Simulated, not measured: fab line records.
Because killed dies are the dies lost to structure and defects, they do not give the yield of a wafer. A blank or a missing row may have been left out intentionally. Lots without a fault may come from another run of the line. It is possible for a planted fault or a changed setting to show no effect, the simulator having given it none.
Which tool is to blame? | flow sky130 | 24 lots, 72 wafers sampled, at 6 steps of a route of 708

WHAT EACH GAUGE READ, for each wafer
SKY_METAL2_CD_MEAS_15 targets a cd of 140 nm. Usual: cd-nm reads 140.1 nm (standard deviation 1.6).
lot  | measured     | on        | cd-nm (nm)        | flag
L074 | day 34 13:02 | cd-sem-02 | 141.5 140.2 139.8 |
L075 | day 35 02:35 | cd-sem-02 | 140.2 139.4 139.8 |
L076 | day 35 14:11 | cd-sem-02 | 139.2 140.9 141.3 |
L077 | day 35 17:18 | cd-sem-01 | 141.5 140.0 141.8 |
L078 | day 36 10:35 | cd-sem-02 | 139.4 140.1 139.1 |
L079 | day 36 10:55 | cd-sem-01 | 140.8 140.9 140.7 |
L080 | day 36 22:31 | cd-sem-02 | 141.1 139.7 140.5 |
L081 | day 37 05:09 | cd-sem-02 | 143.1 143.7 142.5 |
L082 | day 37 12:26 | cd-sem-01 | 139.6 139.2 138.7 |
L083 | day 38 12:48 | cd-sem-02 | 139.6 141.9 140.3 |
L084 | day 38 15:07 | cd-sem-01 | 138.5 139.3 140.5 |
L085 | day 38 16:53 | cd-sem-02 | 142.0 143.2 144.9 |
L086 | day 39 07:49 | cd-sem-02 | 138.5 138.1 139.1 |
L087 | day 39 23:50 | cd-sem-01 | 139.6 140.0 140.6 |
L088 | day 40 09:29 | cd-sem-02 | 137.9 136.2 137.5 |
L089 | day 40 16:04 | cd-sem-01 | 138.1 137.2 138.0 |
L090 | day 40 16:23 | cd-sem-02 | 141.4 139.7 140.8 |
L091 | day 40 18:43 | cd-sem-02 | 143.6 143.4 144.4 |
L092 | day 40 19:50 | cd-sem-02 | 140.7 139.6 140.5 |
L093 | day 40 23:53 | cd-sem-01 | 139.8 142.0 141.7 |
L094 | day 41 03:41 | cd-sem-02 | 141.0 139.2 140.3 |
L095 | day 42 02:24 | cd-sem-01 | 139.0 138.7 141.7 |
L096 | day 42 03:20 | cd-sem-02 | 138.0 138.3 138.1 |
L097 | day 42 15:35 | cd-sem-01 | 139.4 139.4 138.5 |

SKY_VIA3_CD_MEAS_12 targets a cd of 200 nm. Usual: cd-nm reads 200.2 nm (standard deviation 1.5).
lot  | measured     | on        | cd-nm (nm)        | flag
L074 | day 39 01:47 | cd-sem-02 | 199.8 198.7 199.9 |
L075 | day 39 15:11 | cd-sem-02 | 199.3 199.7 199.4 |
L076 | day 40 02:14 | cd-sem-01 | 202.8 201.2 202.9 |
L077 | day 40 04:01 | cd-sem-02 | 199.7 199.3 198.9 |
L078 | day 40 22:08 | cd-sem-01 | 201.0 201.4 201.3 |
L079 | day 40 22:12 | cd-sem-02 | 199.7 202.1 199.8 |
L080 | day 41 07:37 | cd-sem-02 | 201.5 199.9 201.3 |
L081 | day 41 14:53 | cd-sem-02 | 200.4 201.6 201.7 |
L082 | day 41 22:44 | cd-sem-02 | 199.5 199.0 199.7 |
L083 | day 42 19:48 | cd-sem-02 | 200.9 200.5 200.1 |
L084 | day 42 20:45 | cd-sem-01 | 200.3 199.8 200.3 |
L085 | day 42 23:50 | cd-sem-02 | 200.7 200.4 201.6 |
L086 | day 43 12:30 | cd-sem-02 | 198.4 198.0 197.3 |
L087 | day 44 03:20 | cd-sem-01 | 198.8 197.2 199.5 |
L088 | day 44 11:11 | cd-sem-01 | 198.1 199.4 199.7 |
L089 | day 44 16:08 | cd-sem-01 | 203.8 203.4 203.1 |
L090 | day 44 17:11 | cd-sem-02 | 198.1 200.1 198.6 |
L091 | day 44 20:04 | cd-sem-02 | 200.0 200.1 200.9 |
L092 | day 44 21:32 | cd-sem-02 | 198.2 197.7 197.6 |
L093 | day 45 01:02 | cd-sem-02 | 199.8 201.5 199.9 |
L094 | day 45 04:26 | cd-sem-01 | 200.1 199.4 199.3 |
L095 | day 46 00:55 | cd-sem-01 | 203.0 203.0 200.6 |
L096 | day 46 01:22 | cd-sem-01 | 203.5 200.7 202.1 |
L097 | day 46 10:56 | cd-sem-01 | 198.8 198.6 198.6 |

EACH LOT AND THE TOOL THAT RAN IT (in order: tool; ch and the chambers of the sampled wafers; start)
lot  | SKY_CONTACT_CMP_04            | SKY_METAL1_SPUTTER_03        | SKY_VIA1_SPUTTER_20          | SKY_VIA2_ETCH_14
L074 | cmp-02 ch 0,1,3, day 29 20:22 | pvd-sputter-01, day 31 01:19 | pvd-sputter-02, day 33 09:49 | rie-diel-04 ch 0,1,3, day 35 16:59
L075 | cmp-02 ch 0,1,2, day 30 12:13 | pvd-sputter-01, day 31 16:28 | pvd-sputter-01, day 33 23:37 | rie-diel-04 ch 1,3, day 36 06:38
L076 | cmp-01 ch 0,1,3, day 30 21:59 | pvd-sputter-02, day 32 02:52 | pvd-sputter-01, day 34 10:46 | rie-diel-03 ch 0,2, day 36 18:23
L077 | cmp-01 ch 1,2, day 31 01:45   | pvd-sputter-01, day 32 06:14 | pvd-sputter-03, day 34 14:13 | rie-diel-03 ch 0,1,2, day 36 20:53
L078 | cmp-01 ch 0,1,3, day 31 19:14 | pvd-sputter-02, day 32 23:44 | pvd-sputter-01, day 35 07:25 | rie-diel-04 ch 1,2,3, day 37 14:41
L079 | cmp-01 ch 1,2,3, day 31 19:52 | pvd-sputter-04, day 33 00:35 | pvd-sputter-03, day 35 07:46 | rie-diel-03 ch 0,2,3, day 37 14:44
L080 | cmp-01 ch 2,3, day 32 06:49   | pvd-sputter-02, day 33 11:36 | pvd-sputter-03, day 35 19:41 | rie-diel-04 ch 0,2,3, day 38 01:50
L081 | cmp-01 ch 0,1,2, day 32 13:52 | pvd-sputter-02, day 33 19:05 | pvd-sputter-02, day 36 02:09 | rie-diel-01 ch 2,3, day 38 07:56
L082 | cmp-02 ch 1,2,3, day 32 23:01 | pvd-sputter-01, day 34 03:15 | pvd-sputter-02, day 36 09:51 | rie-diel-04 ch 0,3, day 38 15:57
L083 | cmp-02 ch 0,1,2, day 33 21:47 | pvd-sputter-02, day 35 02:20 | pvd-sputter-02, day 37 10:10 | rie-diel-04 ch 0,1, day 39 15:32
L084 | cmp-01 ch 0,2,3, day 34 01:14 | pvd-sputter-04, day 35 05:19 | pvd-sputter-01, day 37 12:18 | rie-diel-04 ch 0,1, day 39 17:23
L085 | cmp-02 ch 0,1,3, day 34 03:13 | pvd-sputter-02, day 35 07:44 | pvd-sputter-02, day 37 14:18 | rie-diel-01 ch 2,3, day 39 19:11
L086 | cmp-01 ch 0,2,3, day 34 19:35 | pvd-sputter-04, day 36 00:17 | pvd-sputter-03, day 38 05:58 | rie-diel-03 ch 0,3, day 40 10:32
L087 | cmp-01 ch 1,2,3, day 35 11:38 | pvd-sputter-04, day 36 15:56 | pvd-sputter-03, day 38 21:46 | rie-diel-04 ch 0,1,3, day 41 01:56
L088 | cmp-02 ch 2,3, day 35 22:04   | pvd-sputter-01, day 37 02:25 | pvd-sputter-02, day 39 07:32 | rie-diel-01 ch 1,2, day 41 10:42
L089 | cmp-01 ch 0,1,3, day 36 04:08 | pvd-sputter-04, day 37 08:27 | pvd-sputter-03, day 39 13:46 | rie-diel-03 ch 0,1, day 41 16:23
L090 | cmp-01 ch 0,1,2, day 36 05:16 | pvd-sputter-04, day 37 09:37 | pvd-sputter-02, day 39 14:56 | rie-diel-01 ch 0,1,3, day 41 17:33
L091 | cmp-01 ch 0,1,3, day 36 08:02 | pvd-sputter-04, day 37 12:11 | pvd-sputter-03, day 39 17:01 | rie-diel-01 ch 0,1,2, day 41 20:21
L092 | cmp-02 ch 0,1,3, day 36 09:31 | pvd-sputter-01, day 37 13:25 | pvd-sputter-01, day 39 17:40 | rie-diel-04 ch 0,1, day 41 21:17
L093 | cmp-02 ch 0,1,3, day 36 13:27 | pvd-sputter-01, day 37 17:26 | pvd-sputter-03, day 39 22:37 | rie-diel-01 ch 0,2,3, day 42 01:24
L094 | cmp-02 ch 0,2, day 36 19:00   | pvd-sputter-02, day 37 23:04 | pvd-sputter-03, day 40 03:26 | rie-diel-03 ch 0,2, day 42 05:32
L095 | cmp-02 ch 0,1,2, day 37 17:41 | pvd-sputter-04, day 38 22:02 | pvd-sputter-02, day 41 01:28 | rie-diel-03 ch 0,2,3, day 43 03:29
L096 | cmp-02 ch 0,2,3, day 37 19:20 | pvd-sputter-04, day 38 22:58 | pvd-sputter-01, day 41 03:01 | rie-diel-03 ch 1,2,3, day 43 03:57
L097 | cmp-01 ch 0,1,3, day 38 11:01 | pvd-sputter-01, day 39 13:44 | pvd-sputter-03, day 41 16:43 | rie-diel-03 ch 1,2,3, day 43 15:59
- SKY_CONTACT_CMP_04: polishes SiO2.
- SKY_METAL1_SPUTTER_03: material Ti, target thk 5 nm, time 3.3 s.
- SKY_VIA1_SPUTTER_20: material TiN, target thk 20 nm, time 80 s.
- SKY_VIA2_ETCH_14: etches BARC in N2/H2, stops on SiO2, time 45.9 s, target depth 60 nm.

AS READ BY THE TOOLS THEMSELVES (means over the sampled wafers that have a number; for cases with no such wafer, the mark the record gives instead)
SKY_CONTACT_CMP_04. Usual: head-pressure-psi 3.999 psi, standard deviation 0.0088; motor-current-A 12.3 A, standard deviation 1.1; slurry-filter-dp-kPa 13.51 kPa, standard deviation 0.14; slurry-flow-ml-min 150.1, standard deviation 0.49; time-to-endpoint-s 83 s, standard deviation 3.5.
lot  | tool   | head-pressure-psi (psi) | motor-current-A (A) | slurry-filter-dp-kPa (kPa) | slurry-flow-ml-min | time-to-endpoint-s (s) | flag
L074 | cmp-02 | 3.983                   | 11.8                | 13.63                      | 149.9              | 87                     |
L075 | cmp-02 | 4.012                   | 12.2                | 13.51                      | 150.2              | 79                     |
L076 | cmp-01 | 4.004                   | 12.0                | 13.50                      | 150.1              | 84                     |
L077 | cmp-01 | 4.002                   | 13.4                | 13.58                      | 150.1              | 88                     |
L078 | cmp-01 | 3.992                   | 12.7                | 13.41                      | 150.1              | 82                     |
L079 | cmp-01 | 3.998                   | 13.2                | 13.60                      | 149.7              | 81                     |
L080 | cmp-01 | 3.997                   | 13.8                | 13.37                      | 150.6              | 85                     |
L081 | cmp-01 | 4.002                   | 12.9                | 13.51                      | 149.9              | 81                     |
L082 | cmp-02 | 3.999                   | 11.3                | 13.50                      | 149.7              | 83                     |
L083 | cmp-02 | 3.996                   | 12.3                | 13.53                      | 150.2              | 82                     |
L084 | cmp-01 | 3.993                   | 12.6                | 13.49                      | 149.8              | 82                     |
L085 | cmp-02 | 3.998                   | 11.4                | 13.47                      | 150.0              | 83                     |
L086 | cmp-01 | 4.000                   | 12.8                | 13.36                      | 149.9              | 85                     |
L087 | cmp-01 | 4.004                   | 12.7                | 13.51                      | 149.8              | 84                     |
L088 | cmp-02 | 4.011                   | 12.3                | 13.57                      | 150.1              | 77                     |
L089 | cmp-01 | 3.995                   | 12.2                | 13.65                      | 150.0              | 84                     |
L090 | cmp-01 | 3.997                   | 12.7                | 13.52                      | 150.1              | 84                     |
L091 | cmp-01 | 4.001                   | 12.3                | 13.58                      | 150.0              | 79                     |
L092 | cmp-02 | 4.009                   | 11.8                | 13.57                      | 150.1              | 85                     |
L093 | cmp-02 | 3.987                   | 11.7                | 13.37                      | 150.5              | 78                     |
L094 | cmp-02 | 3.995                   | 13.5                | 13.46                      | 149.7              | 81                     |
L095 | cmp-02 | 3.995                   | 12.3                | 13.54                      | 150.1              | 84                     |
L096 | cmp-02 | 3.994                   | 12.2                | 13.56                      | 150.2              | 86                     |
L097 | cmp-01 | 3.998                   | 12.0                | 13.55                      | 150.3              | 85                     |

SKY_METAL1_SPUTTER_03. Usual: throttle-valve-pct reads 30.0 % (standard deviation 0.98).
lot  | tool           | throttle-valve-pct (%) | flag
L074 | pvd-sputter-01 | 30.2                   |
L075 | pvd-sputter-01 | 30.5                   |
L076 | pvd-sputter-02 | 30.1                   |
L077 | pvd-sputter-01 | 30.2                   |
L078 | pvd-sputter-02 | 30.0                   |
L079 | pvd-sputter-04 | 29.2                   |
L080 | pvd-sputter-02 | 30.6                   |
L081 | pvd-sputter-02 | 30.6                   |
L082 | pvd-sputter-01 | 30.0                   |
L083 | pvd-sputter-02 | 30.0                   |
L084 | pvd-sputter-04 | 29.1                   |
L085 | pvd-sputter-02 | 30.3                   |
L086 | pvd-sputter-04 | 28.6                   |
L087 | pvd-sputter-04 | 29.8                   |
L088 | pvd-sputter-01 | 30.0                   |
L089 | pvd-sputter-04 | 29.8                   |
L090 | pvd-sputter-04 | 29.8                   |
L091 | pvd-sputter-04 | 29.9                   |
L092 | pvd-sputter-01 | 30.3                   |
L093 | pvd-sputter-01 | 30.8                   |
L094 | pvd-sputter-02 | 30.1                   |
L095 | pvd-sputter-04 | 29.1                   |
L096 | pvd-sputter-04 | 29.9                   |
L097 | pvd-sputter-01 | 30.2                   |

SKY_VIA1_SPUTTER_20. Usual: throttle-valve-pct reads 30.0 % (standard deviation 0.94).
lot  | tool           | throttle-valve-pct (%) | flag
L074 | pvd-sputter-02 | 30.7                   |
L075 | pvd-sputter-01 | 30.2                   |
L076 | pvd-sputter-01 | 30.7                   |
L077 | pvd-sputter-03 | 29.3                   |
L078 | pvd-sputter-01 | 30.6                   |
L079 | pvd-sputter-03 | 29.3                   |
L080 | pvd-sputter-03 | 30.4                   |
L081 | pvd-sputter-02 | 29.7                   |
L082 | pvd-sputter-02 | 30.0                   |
L083 | pvd-sputter-02 | 30.1                   |
L084 | pvd-sputter-01 | 30.7                   |
L085 | pvd-sputter-02 | 31.2                   |
L086 | pvd-sputter-03 | 29.6                   |
L087 | pvd-sputter-03 | 29.7                   |
L088 | pvd-sputter-02 | 29.9                   |
L089 | pvd-sputter-03 | 28.8                   |
L090 | pvd-sputter-02 | 30.7                   |
L091 | pvd-sputter-03 | 29.8                   |
L092 | pvd-sputter-01 | 30.7                   |
L093 | pvd-sputter-03 | 29.8                   |
L094 | pvd-sputter-03 | 30.4                   |
L095 | pvd-sputter-02 | 30.2                   |
L096 | pvd-sputter-01 | 30.0                   |
L097 | pvd-sputter-03 | 29.8                   |

SKY_VIA2_ETCH_14. Usual: chamber-pressure-mTorr 30.001 mTorr, standard deviation 0.027; drypump-motor-current-A 5.6 A, standard deviation 0.42; h2-flow-sccm 200.0 sccm, standard deviation 0.64; oes-product-au 0.852 a.u., standard deviation 0.0047; throttle-valve-pct 13.223 %, standard deviation 0.0085.
lot  | tool        | chamber-pressure-mTorr (mTorr) | drypump-motor-current-A (A) | h2-flow-sccm (sccm) | oes-product-au (a.u.) | throttle-valve-pct (%) | flag
L074 | rie-diel-04 | 29.983                         | 5.4                         | 199.6               | 0.850                 | 13.235                 |
L075 | rie-diel-04 | 30.022                         | 5.4                         | 199.7               | 0.858                 | 13.219                 |
L076 | rie-diel-03 | 29.976                         | 5.3                         | 200.5               | 0.860                 | 13.223                 |
L077 | rie-diel-03 | 29.989                         | 5.4                         | 199.9               | 0.855                 | 13.219                 |
L078 | rie-diel-04 | 30.015                         | 5.4                         | 200.0               | 0.860                 | 13.226                 |
L079 | rie-diel-03 | 30.041                         | 5.5                         | 200.1               | 0.849                 | 13.223                 |
L080 | rie-diel-04 | 29.979                         | 5.4                         | 199.5               | 0.854                 | 13.224                 |
L081 | rie-diel-01 | 29.996                         | 6.1                         | 200.4               | 0.848                 | 13.216                 |
L082 | rie-diel-04 | 29.989                         | 5.4                         | 199.5               | 0.852                 | 13.218                 |
L083 | rie-diel-04 | 30.007                         | 5.4                         | 200.0               | 0.852                 | 13.231                 |
L084 | rie-diel-04 | 29.995                         | 5.5                         | 200.6               | 0.851                 | 13.231                 |
L085 | rie-diel-01 | 30.009                         | 6.1                         | 199.5               | 0.852                 | 13.223                 |
L086 | rie-diel-03 | 29.995                         | 5.4                         | 200.1               | 0.852                 | 13.232                 |
L087 | rie-diel-04 | 29.994                         | 5.4                         | 200.1               | 0.852                 | 13.226                 |
L088 | rie-diel-01 | 29.983                         | 6.0                         | 200.2               | 0.852                 | 13.222                 |
L089 | rie-diel-03 | 30.011                         | 5.2                         | 199.9               | 0.857                 | 13.221                 |
L090 | rie-diel-01 | 29.979                         | 6.2                         | 199.5               | 0.847                 | 13.220                 |
L091 | rie-diel-01 | 29.986                         | 5.9                         | 200.0               | 0.857                 | 13.224                 |
L092 | rie-diel-04 | 30.014                         | 5.5                         | 200.5               | 0.847                 | 13.227                 |
L093 | rie-diel-01 | 30.015                         | 6.0                         | 200.8               | 0.851                 | 13.224                 |
L094 | rie-diel-03 | 29.991                         | 5.3                         | 200.5               | 0.855                 | 13.221                 |
L095 | rie-diel-03 | 30.027                         | 5.6                         | 199.3               | 0.851                 | 13.227                 |
L096 | rie-diel-03 | 29.979                         | 5.6                         | 200.1               | 0.851                 | 13.220                 |
L097 | rie-diel-03 | 30.028                         | 5.6                         | 200.2               | 0.850                 | 13.230                 |

THE ANSWER, worked out from the rows above alone
Rule: a lot counts as off when the mean over its wafers that have a number is more than 3 standard deviations away from the usual mean. Also off: a lot with no number at a reading for which 4 or more lots have one. Any other lot the step has rows for is counted as sound. After the gauges, taken in route order, come the tools' own readings; for these a lot's mean is taken, as printed above. At the first step where some lot is off, the reading lying furthest off is the one used; lots without a number count as furthest.
None of the lots is off at any reading shown; this tells nothing.

WHAT THE SIMULATOR HAD PUT IN
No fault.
